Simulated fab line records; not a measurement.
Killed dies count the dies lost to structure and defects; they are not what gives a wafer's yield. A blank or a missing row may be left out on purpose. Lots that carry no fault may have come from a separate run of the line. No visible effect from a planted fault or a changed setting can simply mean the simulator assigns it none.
fab line records ; flow sky130 ; part 1 of 2: steps 1 to 30 of 39
record: lots: 5; wafers: 15; lastDay: 50
route steps=708 shown VIA2@530 METAL3@532 CAPM@537
lots that met no fault: taken from a fault-free run of the same line
startH: hours from the record's opening day to when the first of the lot's shown wafers began ; waitH: how many hours have passed since the lot's step before this one ; " repeats the value in the row above ; L1.1+2: a single row standing in for several wafers ; - no value, or no start given ; * or withheld: withheld ; < > ~ a bound
route shown NAME@n: a module of which the file shows steps, and the number in the route of the first ; usual: mean and standard deviation over wafers with no fault ; same: alike in all rows ; chamber/n: place in a boat ; sites: readings site by site ; _std_site: the standard deviation of these ; _edge_site: mean of outer sites minus mean of inner sites ; radiusMm: for every site, how far away it sits from the centre of the wafer ; mask NAME#n: copy n ; behind: the tool/chamber that last shaped the wafer ; hold: the reason the lot was held/the length of the hold in hours/how it ended ; device: names the non-switching transistor (n, p or np) ; end of line: tests run on the same wafers once the route is complete ; a step without rows: its recipe alone ; killed: not the wafer's yield, but the dies lost to structure and defects at the first sort ; map: a wafer's dies, marking killed ones x, the rest . and places with no die _
set.NAME: the setting as run; set.NAME@STEP: as run at that earlier step ; model.NAME: the simulator's own value behind a step, which no gauge read
a table for each step, a row for each wafer; lots at some steps of the route
services: when a tool's chamber went out of use (startH, in hours from the record's first day, below 0 if earlier), for how many hours, and the reason
== steps ==
step: SKY_VIA2_THK_MEAS_23
recipe: thkMeasGauge: xrf; reads: W_of_VIA2_CVD_21
usual: VIA2_W_THK: 414/6.1
lot.wafer;tool;chamber;startH;waitH;VIA2_W_THK[nm]
L077.1;filmMetro-02;-;878.17;0.1;410
L077.2;filmMetro-02;-;878.17;0.1;402
L077.3;filmMetro-02;-;878.17;0.1;411
L082.1;filmMetro-03;-;924.50;0.1;424
L082.3;filmMetro-03;-;924.50;0.1;422
L082.4;filmMetro-03;-;924.50;0.1;426
L083.3;filmMetro-04;-;928.29;0.1;419
L083.4;filmMetro-04;-;928.29;0.1;411
L083.6;filmMetro-04;-;928.29;0.1;410
L085.1;filmMetro-03;-;930.43;0.1;403
L085.2;filmMetro-03;-;930.43;0.1;407
L085.3;filmMetro-03;-;930.43;0.1;402
L094.2;filmMetro-04;-;996.73;0.1;413
L094.4;filmMetro-04;-;996.73;0.1;417
L094.6;filmMetro-04;-;996.73;0.1;416
step: SKY_VIA2_CMP_24
recipe: stopOn: SiO2; tOverpolishS: 20; downForcePsi: 3.5; platenRpm: 60; targetThkNm: 0; padVelocityMS: 0.94248
usual: motorCurrentA: 10.9/1.3; overpolishRunS: 19.999/0.0097; timeToEndpointS: 99/5.3
lot.wafer;tool;chamber;startH;waitH;motorCurrentA;overpolishRunS;timeToEndpointS
L077.2;cmp-02;3;878.44;0.2;12.1;19.992;100
L077.3;cmp-02;0;878.44;0.2;10.3;19.998;90
L077.1;cmp-02;2;878.44;0.2;10.5;19.978;104
L082.3;cmp-01;3;924.61;0.1;12.5;19.994;109
L082.1;cmp-01;0;924.61;0.1;9.9;19.990;101
L082.4;cmp-01;1;924.61;0.1;10.4;20.013;95
L083.4;cmp-02;3;928.33;0.0;12.2;19.989;100
L083.3;cmp-02;0;928.33;0.0;9.9;19.996;90
L083.6;cmp-02;3;928.33;0.0;11.5;19.998;101
L085.1;cmp-02;0;930.54;0.1;9.9;19.981;92
L085.2;cmp-02;1;930.54;0.1;9.6;19.992;92
L085.3;cmp-02;2;930.54;0.1;10.7;20.010;100
L094.4;cmp-01;0;996.78;0.0;10.2;19.990;99
L094.2;cmp-01;2;996.78;0.0;14.4;20.009;100
L094.6;cmp-01;0;996.78;0.0;9.6;19.994;98
step: SKY_METAL3_SPUTTER_00
recipe: material: Ti; targetThkNm: 15; powerW: 3000; timeS: 10; chamberPressurePa: 0.4
usual: throttleValvePct: 29.9/0.88
lot.wafer;tool;chamber;startH;waitH;throttleValvePct
L077.1;pvdSputter-02;-;878.74;0.1;28.5
L077.2;pvdSputter-02;-;878.74;0.1;30.1
L077.3;pvdSputter-02;-;878.74;0.1;29.5
L082.1;pvdSputter-01;-;924.86;0.1;30.1
L082.3;pvdSputter-01;-;924.86;0.1;30.9
L082.4;pvdSputter-01;-;924.86;0.1;29.3
L083.3;pvdSputter-01;-;928.63;0.2;30.6
L083.4;pvdSputter-01;-;928.63;0.2;29.1
L083.6;pvdSputter-01;-;928.63;0.2;30.5
L085.1;pvdSputter-02;-;930.79;0.2;29.8
L085.2;pvdSputter-02;-;930.79;0.2;30.8
L085.3;pvdSputter-02;-;930.79;0.2;29.9
L094.2;pvdSputter-04;-;997.08;0.1;31.5
L094.4;pvdSputter-04;-;997.08;0.1;30.4
L094.6;pvdSputter-04;-;997.08;0.1;31.5
step: SKY_METAL3_SPUTTER_01
recipe: material: TiN; targetThkNm: 20; powerW: 6500; timeS: 16.7; chamberPressurePa: 0.4
usual: throttleValvePct: 29.9/0.89
lot.wafer;tool;chamber;startH;waitH;throttleValvePct
L077.1;pvdSputter-02;-;878.76;0.0;28.7
L077.2;pvdSputter-02;-;878.76;0.0;29.9
L077.3;pvdSputter-02;-;878.76;0.0;29.7
L082.1;pvdSputter-01;-;924.88;0.0;30.2
L082.3;pvdSputter-01;-;924.88;0.0;30.9
L082.4;pvdSputter-01;-;924.88;0.0;29.4
L083.3;pvdSputter-01;-;928.65;0.0;30.5
L083.4;pvdSputter-01;-;928.65;0.0;29.1
L083.6;pvdSputter-01;-;928.65;0.0;30.3
L085.1;pvdSputter-02;-;930.81;0.0;29.4
L085.2;pvdSputter-02;-;930.81;0.0;31.1
L085.3;pvdSputter-02;-;930.81;0.0;29.8
L094.2;pvdSputter-04;-;997.10;0.0;31.6
L094.4;pvdSputter-04;-;997.10;0.0;30.0
L094.6;pvdSputter-04;-;997.10;0.0;31.5
step: SKY_METAL3_SPUTTER_02
recipe: material: AlCu; targetThkNm: 735; powerW: 10600; timeS: 39.1; chamberPressurePa: 0.4
usual: throttleValvePct: 29.9/0.9
lot.wafer;tool;chamber;startH;waitH;throttleValvePct
L077.1;pvdSputter-02;-;878.79;0.0;29.0
L077.2;pvdSputter-02;-;878.79;0.0;29.9
L077.3;pvdSputter-02;-;878.79;0.0;29.5
L082.1;pvdSputter-01;-;924.90;0.0;30.2
L082.3;pvdSputter-01;-;924.90;0.0;31.1
L082.4;pvdSputter-01;-;924.90;0.0;29.1
L083.3;pvdSputter-01;-;928.68;0.0;29.9
L083.4;pvdSputter-01;-;928.68;0.0;29.1
L083.6;pvdSputter-01;-;928.68;0.0;30.3
L085.1;pvdSputter-02;-;930.84;0.0;29.6
L085.2;pvdSputter-02;-;930.84;0.0;31.2
L085.3;pvdSputter-02;-;930.84;0.0;29.8
L094.2;pvdSputter-04;-;997.13;0.0;31.5
L094.4;pvdSputter-04;-;997.13;0.0;30.1
L094.6;pvdSputter-04;-;997.13;0.0;31.5
step: SKY_METAL3_SPUTTER_03
recipe: material: Ti; targetThkNm: 5; powerW: 3000; timeS: 3.3; chamberPressurePa: 0.4
usual: throttleValvePct: 29.9/0.9
lot.wafer;tool;chamber;startH;waitH;throttleValvePct
L077.1;pvdSputter-02;-;878.83;0.0;29.1
L077.2;pvdSputter-02;-;878.83;0.0;29.9
L077.3;pvdSputter-02;-;878.83;0.0;29.4
L082.1;pvdSputter-01;-;924.94;0.0;30.2
L082.3;pvdSputter-01;-;924.94;0.0;31.0
L082.4;pvdSputter-01;-;924.94;0.0;29.1
L083.3;pvdSputter-01;-;928.71;0.0;30.4
L083.4;pvdSputter-01;-;928.71;0.0;28.9
L083.6;pvdSputter-01;-;928.71;0.0;30.2
L085.1;pvdSputter-02;-;930.88;0.0;29.6
L085.2;pvdSputter-02;-;930.88;0.0;31.1
L085.3;pvdSputter-02;-;930.88;0.0;30.0
L094.2;pvdSputter-04;-;997.17;0.0;31.7
L094.4;pvdSputter-04;-;997.17;0.0;30.0
L094.6;pvdSputter-04;-;997.17;0.0;31.4
step: SKY_METAL3_SPUTTER_04
recipe: material: TiN; targetThkNm: 70; powerW: 6500; timeS: 58.3; chamberPressurePa: 0.4
usual: throttleValvePct: 29.9/0.89
lot.wafer;tool;chamber;startH;waitH;throttleValvePct
L077.1;pvdSputter-02;-;878.85;0.0;28.5
L077.2;pvdSputter-02;-;878.85;0.0;29.9
L077.3;pvdSputter-02;-;878.85;0.0;29.5
L082.1;pvdSputter-01;-;924.96;0.0;30.3
L082.3;pvdSputter-01;-;924.96;0.0;30.6
L082.4;pvdSputter-01;-;924.96;0.0;29.1
L083.3;pvdSputter-01;-;928.73;0.0;30.2
L083.4;pvdSputter-01;-;928.73;0.0;29.1
L083.6;pvdSputter-01;-;928.73;0.0;30.3
L085.1;pvdSputter-02;-;930.90;0.0;29.6
L085.2;pvdSputter-02;-;930.90;0.0;30.9
L085.3;pvdSputter-02;-;930.90;0.0;29.9
L094.2;pvdSputter-04;-;997.19;0.0;31.8
L094.4;pvdSputter-04;-;997.19;0.0;30.2
L094.6;pvdSputter-04;-;997.19;0.0;31.4
step: SKY_CAPM_CVD_00
recipe: material: SiO2; targetThkNm: 15.5; tempC: 400; timeS: withheld; rfW: 450
usual: heaterPowerOuterW: 438/57; heaterPowerW: 738/78
lot.wafer;tool;chamber;startH;waitH;heaterPowerOuterW;heaterPowerW
L077.1;pecvd-02;2;878.90;0.0;398;688
L077.2;pecvd-02;1;878.90;0.0;422;763
L077.3;pecvd-02;0;878.90;0.0;518;862
L082.1;pecvd-02;0;925.01;0.0;503;812
L082.3;pecvd-02;1;925.01;0.0;438;784
L082.4;pecvd-02;1;925.01;0.0;445;774
L083.3;pecvd-02;0;928.78;0.0;423;713
L083.4;pecvd-02;1;928.78;0.0;442;802
L083.6;pecvd-02;2;928.78;0.0;380;668
L085.1;pecvd-02;0;930.95;0.0;472;787
L085.2;pecvd-02;1;930.95;0.0;450;807
L085.3;pecvd-02;2;930.95;0.0;394;669
L094.2;pecvd-01;1;997.24;0.0;346;668
L094.4;pecvd-01;1;997.24;0.0;340;677
L094.6;pecvd-01;2;997.24;0.0;413;690
step: SKY_CAPM_THK_MEAS_01
recipe: reads: SiO2_of_CAPM_CVD_00
usual: CAPM_CVD_00_THK: 15.42/0.23
lot.wafer;tool;chamber;startH;waitH;CAPM_CVD_00_THK[nm]
L077.1;filmMetro-01;-;878.92;-;15.22
L077.2;filmMetro-01;-;878.92;-;15.20
L077.3;filmMetro-01;-;878.92;-;15.24
L082.1;filmMetro-03;-;925.03;-;15.34
L082.3;filmMetro-03;-;925.03;-;15.28
L082.4;filmMetro-03;-;925.03;-;15.71
L083.3;filmMetro-04;-;928.82;-;15.35
L083.4;filmMetro-04;-;928.82;-;15.28
L083.6;filmMetro-04;-;928.82;-;15.50
L085.1;filmMetro-01;-;930.97;-;15.56
L085.2;filmMetro-01;-;930.97;-;15.39
L085.3;filmMetro-01;-;930.97;-;15.72
L094.2;filmMetro-04;-;997.27;-;15.34
L094.4;filmMetro-04;-;997.27;-;15.56
L094.6;filmMetro-04;-;997.27;-;15.64
step: SKY_CAPM_SPUTTER_02
recipe: material: TiN; targetThkNm: 200; tempC: 300; powerW: 6691; timeS: 166.7; chamberPressurePa: 0.4
usual: throttleValvePct: 30.0/0.69
lot.wafer;tool;chamber;startH;waitH;throttleValvePct
L077.1;pvdSputter-04;-;878.98;0.1;29.8
L077.2;pvdSputter-04;-;878.98;0.1;31.3
L077.3;pvdSputter-04;-;878.98;0.1;29.9
L082.1;pvdSputter-03;-;925.09;0.1;29.1
L082.3;pvdSputter-03;-;925.09;0.1;30.0
L082.4;pvdSputter-03;-;925.09;0.1;30.5
L083.3;pvdSputter-02;-;928.86;0.0;30.0
L083.4;pvdSputter-02;-;928.86;0.0;31.0
L083.6;pvdSputter-02;-;928.86;0.0;31.1
L085.1;pvdSputter-03;-;931.03;0.1;30.1
L085.2;pvdSputter-03;-;931.03;0.1;30.8
L085.3;pvdSputter-03;-;931.03;0.1;29.6
L094.2;pvdSputter-02;-;997.32;0.0;29.8
L094.4;pvdSputter-02;-;997.32;0.0;29.6
L094.6;pvdSputter-02;-;997.32;0.0;30.0
step: SKY_CAPM_RS_MEAS_03
recipe: thkMeasGauge: four-point-probe; reads: TiN_of_CAPM_SPUTTER_02
usual: CAPM_TIN_RS: 6.67/0.068
lot.wafer;tool;chamber;startH;waitH;CAPM_TIN_RS[ohm/sq]
L077.1;filmMetro-03;-;879.09;0.1;6.76
L077.2;filmMetro-03;-;879.09;0.1;6.79
L077.3;filmMetro-03;-;879.09;0.1;6.78
L082.1;filmMetro-04;-;925.20;0.1;6.70
L082.3;filmMetro-04;-;925.20;0.1;6.80
L082.4;filmMetro-04;-;925.20;0.1;6.71
L083.3;filmMetro-04;-;929.01;0.1;6.71
L083.4;filmMetro-04;-;929.01;0.1;6.57
L083.6;filmMetro-04;-;929.01;0.1;6.63
L085.1;filmMetro-04;-;931.14;0.1;6.70
L085.2;filmMetro-04;-;931.14;0.1;6.65
L085.3;filmMetro-04;-;931.14;0.1;6.64
L094.2;filmMetro-01;-;997.45;0.1;6.69
L094.4;filmMetro-01;-;997.45;0.1;6.65
L094.6;filmMetro-01;-;997.45;0.1;6.66
step: SKY_CAPM_THK_MEAS_04
recipe: thkMeasGauge: xrf; reads: TiN_of_CAPM_SPUTTER_02
usual: CAPM_TIN_THK: 206.0/2.1
lot.wafer;tool;chamber;startH;waitH;CAPM_TIN_THK[nm]
L077.1;filmMetro-03;-;879.21;0.1;203.7
L077.2;filmMetro-03;-;879.21;0.1;202.7
L077.3;filmMetro-03;-;879.21;0.1;202.8
L082.1;filmMetro-04;-;925.32;0.1;205.1
L082.3;filmMetro-04;-;925.32;0.1;201.7
L082.4;filmMetro-04;-;925.32;0.1;204.6
L083.3;filmMetro-04;-;929.11;0.1;204.8
L083.4;filmMetro-04;-;929.11;0.1;208.4
L083.6;filmMetro-04;-;929.11;0.1;207.0
L085.1;filmMetro-04;-;931.26;0.1;205.4
L085.2;filmMetro-04;-;931.26;0.1;205.3
L085.3;filmMetro-04;-;931.26;0.1;206.6
L094.2;filmMetro-01;-;997.56;0.1;204.9
L094.4;filmMetro-01;-;997.56;0.1;207.3
L094.6;filmMetro-01;-;997.56;0.1;206.5
step: SKY_CAPM_DEHYDRATE_05
recipe: tempC: 200; timeS: 60
usual: heaterPowerTotalW: 160.35/0.13
lot.wafer;tool;chamber;startH;waitH;heaterPowerTotalW
L077.1;lithoTrack-02;0;891.25;12.0;160.19
L077.2;lithoTrack-02;0;891.25;12.0;160.50
L077.3;lithoTrack-02;0;891.25;12.0;160.58
L082.1;lithoTrack-01;0;935.91;10.6;160.31
L082.3;lithoTrack-01;0;935.91;10.6;160.59
L082.4;lithoTrack-01;0;935.91;10.6;160.36
L083.3;lithoTrack-01;0;940.46;11.3;160.39
L083.4;lithoTrack-01;0;940.46;11.3;160.32
L083.6;lithoTrack-01;0;940.46;11.3;160.51
L085.1;lithoTrack-03;0;942.68;11.4;160.34
L085.2;lithoTrack-03;0;942.68;11.4;160.40
L085.3;lithoTrack-03;0;942.68;11.4;160.21
L094.2;lithoTrack-02;0;1007.27;9.7;160.28
L094.4;lithoTrack-02;0;1007.27;9.7;160.57
L094.6;lithoTrack-02;0;1007.27;9.7;160.31
step: SKY_CAPM_HMDS_06
recipe: primeTimeS: 60; primeTempC: 120
lot.wafer;tool;chamber;startH;waitH
L077.1+2+3;lithoTrack-02;0;891.40;0.1
L082.1+3+4;lithoTrack-01;0;936.06;0.1
L083.3+4+6;lithoTrack-01;0;940.61;0.1
L085.1+2+3;lithoTrack-03;0;942.83;0.1
L094.2+4+6;lithoTrack-02;0;1007.42;0.1
step: SKY_CAPM_COAT_07
recipe: resist: NOVOLAK; spinRpm: 3000; resistThkNm: 1140
lot.wafer;tool;chamber;startH;waitH
L077.1+2+3;lithoTrack-02;0;891.55;0.1
L082.1+3+4;lithoTrack-01;0;936.21;0.1
L083.3+4+6;lithoTrack-01;0;940.76;0.1
L085.1+2+3;lithoTrack-03;0;942.98;0.1
L094.2+4+6;lithoTrack-02;0;1007.57;0.1
step: SKY_CAPM_SOFTBAKE_08
recipe: tempC: 90; timeS: 60; resist: NOVOLAK
usual: heaterPowerTotalW: 56.60/0.045
lot.wafer;tool;chamber;startH;waitH;heaterPowerTotalW
L077.1;lithoTrack-02;0;891.70;0.1;56.57
L077.2;lithoTrack-02;0;891.70;0.1;56.60
L077.3;lithoTrack-02;0;891.70;0.1;56.59
L082.1;lithoTrack-01;0;936.36;0.1;56.56
L082.3;lithoTrack-01;0;936.36;0.1;56.60
L082.4;lithoTrack-01;0;936.36;0.1;56.58
L083.3;lithoTrack-01;0;940.91;0.1;56.66
L083.4;lithoTrack-01;0;940.91;0.1;56.64
L083.6;lithoTrack-01;0;940.91;0.1;56.65
L085.1;lithoTrack-03;0;943.13;0.1;56.58
L085.2;lithoTrack-03;0;943.13;0.1;56.63
L085.3;lithoTrack-03;0;943.13;0.1;56.60
L094.2;lithoTrack-02;0;1007.72;0.1;56.63
L094.4;lithoTrack-02;0;1007.72;0.1;56.67
L094.6;lithoTrack-02;0;1007.72;0.1;56.60
step: SKY_CAPM_EXPOSE_09
recipe: maskId: CAPM; na: 0.6; sourceShape: conventional; sigmaOuter: 0.6; polarization: unpolarized; targetCdNm: 1000; doseMj: 159
lot.wafer;tool;chamber;startH;waitH;mask
L077.1+2+3;ilineStepper-02;0;-;-;CAPM#0
L082.1+3+4;ilineStepper-02;0;-;-;CAPM#0
L083.3+4+6;ilineStepper-01;0;-;-;CAPM#0
L085.1+2+3;ilineStepper-02;0;-;-;CAPM#0
L094.2+4+6;ilineStepper-01;0;-;-;CAPM#0
step: SKY_CAPM_PEB_10
recipe: tempC: withheld; timeS: *; resist: NOVOLAK
lot.wafer;tool;chamber;startH;waitH
L077.1+2+3;lithoTrack-01;0;-;-
L082.1+3+4;lithoTrack-03;0;-;-
L083.3+4+6;lithoTrack-03;0;-;-
L085.1+2+3;lithoTrack-01;0;-;-
L094.2+4+6;lithoTrack-02;0;-;-
step: SKY_CAPM_DEVELOP_11
recipe: resist: NOVOLAK; developer: TMAH; developTimeS: 60; devTempC: 23
lot.wafer;tool;chamber;startH;waitH
L077.1+2+3;lithoTrack-01;0;904.16;0.1
L082.1+3+4;lithoTrack-03;0;948.48;0.1
L083.3+4+6;lithoTrack-03;0;953.53;0.1
L085.1+2+3;lithoTrack-01;0;954.71;0.1
L094.2+4+6;lithoTrack-02;0;1018.82;0.1
step: SKY_CAPM_OVL_MEAS_12
usual: CAPM_OVL: -0.3/1.5
lot.wafer;tool;chamber;startH;waitH;CAPM_OVL[nm]
L077.1;overlay-02;-;904.31;0.1;-2.6
L077.2;overlay-02;-;904.31;0.1;-2.6
L077.3;overlay-02;-;904.31;0.1;-2.4
L082.1;overlay-01;-;948.63;0.1;-0.9
L082.3;overlay-01;-;948.63;0.1;0.1
L082.4;overlay-01;-;948.63;0.1;1.3
L083.3;overlay-02;-;953.65;0.1;0.4
L083.4;overlay-02;-;953.65;0.1;0.5
L083.6;overlay-02;-;953.65;0.1;-0.9
L085.1;overlay-02;-;954.86;0.1;0.0
L085.2;overlay-02;-;954.86;0.1;-2.2
L085.3;overlay-02;-;954.86;0.1;-2.7
L094.2;overlay-02;-;1018.95;0.1;0.5
L094.4;overlay-02;-;1018.95;0.1;1.6
L094.6;overlay-02;-;1018.95;0.1;1.0
step: SKY_CAPM_METAL_ETCH_13
recipe: targetDepthNm: 220; stopOn: SiO2; chemistry: Cl2/BCl3; target: TiN; pressureMtorr: 10; icpW: 900; biasW: 48.5; Cl2_flow_sccm: 60; bcl3FlowSccm: 30; timeS: 62.9
usual: drypumpMotorCurrentA: 5.9/0.46; oesProductAu: 0.961/0.0071; throttleValvePct: 21.890/0.0092
lot.wafer;tool;chamber;startH;waitH;drypumpMotorCurrentA;oesProductAu;rfHoursCounterH;throttleValvePct
L077.1;rieMetal-01;0;904.34;0.0;4.9;0.959;13;21.894
L077.2;rieMetal-01;1;904.34;0.0;5.8;0.948;2;21.893
L077.3;rieMetal-01;0;904.34;0.0;4.9;0.954;-;21.905
L082.1;rieMetal-02;1;948.67;0.0;6.2;0.963;2;21.893
L082.3;rieMetal-02;1;948.67;0.0;6.2;0.952;-;21.892
L082.4;rieMetal-02;0;948.67;0.0;5.5;0.956;-;21.891
L083.3;rieMetal-01;1;953.70;0.0;5.8;0.957;-;21.896
L083.4;rieMetal-01;0;953.70;0.0;4.9;0.967;-;21.885
L083.6;rieMetal-01;1;953.70;0.0;5.8;0.960;-;21.871
L085.1;rieMetal-02;1;954.89;0.0;6.2;0.961;3;21.907
L085.2;rieMetal-02;0;954.89;0.0;5.5;0.959;12;21.882
L085.3;rieMetal-02;0;954.89;0.0;5.5;0.967;-;21.877
L094.2;rieMetal-03;1;1018.98;0.0;5.9;0.952;7;21.895
L094.4;rieMetal-03;1;1018.98;0.0;6.0;0.966;-;21.886
L094.6;rieMetal-03;0;1018.98;0.0;6.5;0.961;-;21.894
step: SKY_CAPM_STRIP_14
recipe: chemistry: O2/N2; powerW: 1400; pressureMtorr: 1500; platenTempC: withheld; o2FlowSccm: 3000; n2FlowSccm: 300; overashFraction: 0.5
usual: drypumpMotorCurrentA: 5.5/0.43; oesProductAu: 0.710/0.0044; stripTimeToEndpointS: 12.66/0.047
lot.wafer;tool;chamber;startH;waitH;drypumpMotorCurrentA;oesProductAu;rfHoursCounterH;stripTimeToEndpointS
L077.1;plasmaAsher-01;1;904.42;0.1;5.5;0.722;17;12.71
L077.2;plasmaAsher-01;0;904.42;0.1;5.2;0.714;17;12.70
L077.3;plasmaAsher-01;1;904.42;0.1;5.5;0.711;-;12.68
L082.1;plasmaAsher-03;0;948.75;0.1;5.8;0.708;52;12.59
L082.3;plasmaAsher-03;0;948.75;0.1;5.8;0.716;-;12.58
L082.4;plasmaAsher-03;1;948.75;0.1;6.2;0.721;-;12.63
L083.3;plasmaAsher-03;1;953.78;0.1;6.2;0.711;-;12.62
L083.4;plasmaAsher-03;0;953.78;0.1;5.8;0.705;-;12.57
L083.6;plasmaAsher-03;0;953.78;0.1;5.8;0.706;-;12.67
L085.1;plasmaAsher-02;1;954.97;0.1;4.8;0.708;111;12.63
L085.2;plasmaAsher-02;0;954.97;0.1;6.1;0.709;111;12.64
L085.3;plasmaAsher-02;0;954.97;0.1;6.1;0.710;-;12.65
L094.2;plasmaAsher-03;0;1019.06;0.1;5.8;0.715;60;12.69
L094.4;plasmaAsher-03;0;1019.06;0.1;5.8;0.706;-;12.68
L094.6;plasmaAsher-03;0;1019.06;0.1;5.8;0.707;-;12.64
step: SKY_CAPM_STRIP_15
recipe: chemistry: postEtchResidueRemover; timeS: 1200; tempC: 72.5
lot.wafer;tool;chamber;startH;waitH
L077.1+2+3;wetBench-04;0;904.52;0.1
L082.1+3+4;wetBench-04;2;948.85;0.1
L083.3+4+6;wetBench-04;3;953.85;0.0
L085.1+2+3;wetBench-01;0;955.07;0.1
L094.2+4+6;wetBench-01;0;1019.22;0.1
step: SKY_CAPM_CLEAN_16
recipe: chemistry: IPA; timeS: 180; tempC: 25
lot.wafer;tool;chamber;startH;waitH
L077.1+2+3;wetBench-01;1;904.89;0.0
L082.1+3+4;wetBench-02;3;949.19;0.0
L083.3+4+6;wetBench-01;0;954.19;0.0
L085.1+2+3;wetBench-02;1;955.41;0.0
L094.2+4+6;wetBench-04;2;1019.56;0.0
step: SKY_CAPM_CLEAN_17
recipe: chemistry: O3/DIW; dry: n2Spin
lot.wafer;tool;chamber;startH;waitH
L077.1+2+3;wetBench-04;1;904.95;0.0
L082.1+3+4;wetBench-01;3;949.25;0.0
L083.3+4+6;wetBench-04;3;954.25;0.0
L085.1+2+3;wetBench-01;1;955.47;0.0
L094.2+4+6;wetBench-01;3;1019.62;0.0
step: SKY_METAL3_DEHYDRATE_05
recipe: tempC: 200; timeS: 60
usual: heaterPowerTotalW: 160.37/0.13
lot.wafer;tool;chamber;startH;waitH;heaterPowerTotalW
L077.1;lithoTrack-04;0;916.99;11.9;160.46
L077.2;lithoTrack-04;0;916.99;11.9;160.53
L077.3;lithoTrack-04;0;916.99;11.9;160.31
L082.1;lithoTrack-02;0;960.55;11.2;160.49
L082.3;lithoTrack-02;0;960.55;11.2;160.32
L082.4;lithoTrack-02;0;960.55;11.2;160.30
L083.3;lithoTrack-02;0;965.30;11.0;160.52
L083.4;lithoTrack-02;0;965.30;11.0;160.47
L083.6;lithoTrack-02;0;965.30;11.0;160.33
L085.1;lithoTrack-03;0;966.98;11.4;160.63
L085.2;lithoTrack-03;0;966.98;11.4;160.63
L085.3;lithoTrack-03;0;966.98;11.4;160.15
L094.2;lithoTrack-02;0;1030.07;10.4;160.33
L094.4;lithoTrack-02;0;1030.07;10.4;160.41
L094.6;lithoTrack-02;0;1030.07;10.4;160.52
step: SKY_METAL3_HMDS_06
recipe: primeTimeS: 60; primeTempC: 120
lot.wafer;tool;chamber;startH;waitH
L077.1+2+3;lithoTrack-04;0;917.14;0.1
L082.1+3+4;lithoTrack-02;0;960.70;0.1
L083.3+4+6;lithoTrack-02;0;965.45;0.1
L085.1+2+3;lithoTrack-03;0;967.13;0.1
L094.2+4+6;lithoTrack-02;0;1030.22;0.1
step: SKY_METAL3_COAT_07
recipe: resist: BARC; tempC: withheld; timeS: withheld; spinRpm: 3000; resistThkNm: 60
lot.wafer;tool;chamber;startH;waitH
L077.1+2+3;lithoTrack-04;0;917.29;0.1
L082.1+3+4;lithoTrack-02;0;960.85;0.1
L083.3+4+6;lithoTrack-02;0;965.60;0.1
L085.1+2+3;lithoTrack-03;0;967.28;0.1
L094.2+4+6;lithoTrack-02;0;1030.37;0.1
step: SKY_METAL3_COAT_08
recipe: resist: KrF-thick; spinRpm: 3000; resistThkNm: 1140
lot.wafer;tool;chamber;startH;waitH
L077.1+2+3;lithoTrack-04;0;-;-
L082.1+3+4;lithoTrack-02;0;-;-
L083.3+4+6;lithoTrack-02;0;-;-
L085.1+2+3;lithoTrack-03;0;-;-
L094.2+4+6;lithoTrack-02;0;-;-
step: SKY_METAL3_SOFTBAKE_09
recipe: tempC: 100; timeS: 90; resist: KrF-thick
usual: heaterPowerTotalW: 57.37/0.12
lot.wafer;tool;chamber;startH;waitH;heaterPowerTotalW
L077.1;lithoTrack-04;0;-;-;57.33
L077.2;lithoTrack-04;0;-;-;57.50
L077.3;lithoTrack-04;0;-;-;57.27
L082.1;lithoTrack-02;0;-;-;57.49
L082.3;lithoTrack-02;0;-;-;57.39
L082.4;lithoTrack-02;0;-;-;57.25
L083.3;lithoTrack-02;0;-;-;57.13
L083.4;lithoTrack-02;0;-;-;57.22
L083.6;lithoTrack-02;0;-;-;57.55
L085.1;lithoTrack-03;0;-;-;57.27
L085.2;lithoTrack-03;0;-;-;57.53
L085.3;lithoTrack-03;0;-;-;57.27
L094.2;lithoTrack-02;0;-;-;57.37
L094.4;lithoTrack-02;0;-;-;57.43
L094.6;lithoTrack-02;0;-;-;57.28
